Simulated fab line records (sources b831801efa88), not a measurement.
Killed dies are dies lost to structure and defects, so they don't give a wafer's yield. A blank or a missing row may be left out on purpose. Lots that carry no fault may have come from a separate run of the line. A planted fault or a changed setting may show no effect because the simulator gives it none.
Split-lot experiment | flow gf180mcu | route with 602 steps; 5 lots, 23 wafers read

== ON THE SPLIT ==
At GF_M1_SPUTTER_00 (material Ti, target thk 37.5 nm, time 150 s), the setting timeS was moved away from the recipe's 150 s on 11 of the 23 wafers read, by -14.6% to +12.5%. This setting was run at the recipe's value on the other wafers.

The split's own step is where the reading is taken.

== THE READING ==
Ti_of_M1_SPUTTER_00.thkNm (the simulator's own value, which no gauge read), in nm, at GF_M1_SPUTTER_00 (material Ti, target thk 37.5 nm, time 150 s). No usual value for it is given in the file. Across the 12 wafers here that went through the recipe, the average is 37.18 nm and the standard deviation 0.41 nm.

wafer  | tool, chamber at the split | timeS as run, s | against the recipe | Ti_of_M1_SPUTTER_00.thkNm, nm | against lot-mates on the recipe
L075.1 | pvdSputter-01, -           | 150             | recipe             | 36.89                         | -
L075.2 | pvdSputter-01, -           | 150             | recipe             | 36.76                         | -
L075.3 | pvdSputter-01, -           | 128.1           | -14.6%             | 32.19                         | -4.64
L075.5 | pvdSputter-01, -           | 128.1           | -14.6%             | 31.33                         | -5.50
L075.6 | pvdSputter-01, -           | 128.1           | -14.6%             | 31.43                         | -5.40
L077.1 | pvdSputter-04, -           | 150             | recipe             | 36.56                         | -
L077.2 | pvdSputter-04, -           | 150             | recipe             | 36.89                         | -
L077.5 | pvdSputter-04, -           | 150             | recipe             | 36.97                         | -
L082.1 | pvdSputter-01, -           | 156.7           | +4.5%              | 39.4                          | +1.73
L082.2 | pvdSputter-01, -           | 150             | recipe             | 38.02                         | -
L082.4 | pvdSputter-01, -           | 150             | recipe             | 37.16                         | -
L082.5 | pvdSputter-01, -           | 150             | recipe             | 37.82                         | -
L082.6 | pvdSputter-01, -           | 156.7           | +4.5%              | 38.93                         | +1.26
L083.1 | pvdSputter-01, -           | 140.9           | -6.1%              | 34.81                         | -2.42
L083.2 | pvdSputter-01, -           | 150             | recipe             | 37.32                         | -
L083.3 | pvdSputter-01, -           | 150             | recipe             | 37.14                         | -
L083.5 | pvdSputter-01, -           | 140.9           | -6.1%              | 35.16                         | -2.07
L083.6 | pvdSputter-01, -           | 140.9           | -6.1%              | 34.78                         | -2.45
L084.1 | pvdSputter-03, -           | 150             | recipe             | 37.44                         | -
L084.3 | pvdSputter-03, -           | 168.8           | +12.5%             | 41.65                         | +4.36
L084.4 | pvdSputter-03, -           | 150             | recipe             | 37.14                         | -
L084.5 | pvdSputter-03, -           | 168.8           | +12.5%             | 41.91                         | +4.62
L084.6 | pvdSputter-03, -           | 168.8           | +12.5%             | 41.63                         | +4.34

FIT RESULTS
A straight line over all 23 wafers: Ti_of_M1_SPUTTER_00.thkNm changes by +0.374 nm for each +1% of timeS; r = +0.99; the points scatter about the line by 0.37 nm.
The same after taking each lot's own level away (the mean of its wafers on the recipe; 23 wafers): +0.356 nm for each +1%; r = +1.00; scatter 0.25 nm.
On that fit, the largest move of timeS shifts the reading by 5.2 nm.
Across the lots, their own levels run from 36.807 to 37.667 nm, a range of 2.1 times the standard deviation given above.
The two slopes are in agreement: the lot-to-lot level therefore moves the slope only a little.
Check: with one of the wafers moved furthest among these (-14.6%) left out of the fit, the line predicts -5.37 nm for it against its lot-mates. It came out at -4.64 nm against them.

== OTHER SPLITS APPLIED TO THESE WAFERS ==
Before the reading, these wafers also passed through other splits. Each is held against what the fit with the lots' levels taken away leaves over:
other split on the same wafers    | wafers away from the commonest value | r with Ti_of_M1_SPUTTER_00.thkNm (lot level and that fit taken away)
GF_HV_LDD_IMPLANT_09 doseCm2      | 5                                    | +0.18
GF_HV_LDD_DEVELOP_18 developTimeS | 7                                    | -0.04
GF_HV_LDD_IMPLANT_21 energyKev    | 4                                    | -0.32
GF_HV_LDD_SOFTBAKE_27 timeS       | 7                                    | -0.28
GF_NSD_COAT_02 resistThkNm        | 4                                    | -0.04
GF_PSD_DEVELOP_06 developTimeS    | 7                                    | +0.25
GF_PSD_STRIP_10 o2FlowSccm        | 5                                    | +0.13
GF_SAB_DEVELOP_08 developTimeS    | 10                                   | -0.12
GF_CONTACT_SPUTTER_22 timeS       | 6                                    | -0.24

== THE FILE'S OWN FIT ==
Ti_of_M1_SPUTTER_00.thkNm changes by +0.356 nm for each +1% of timeS, r = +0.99.
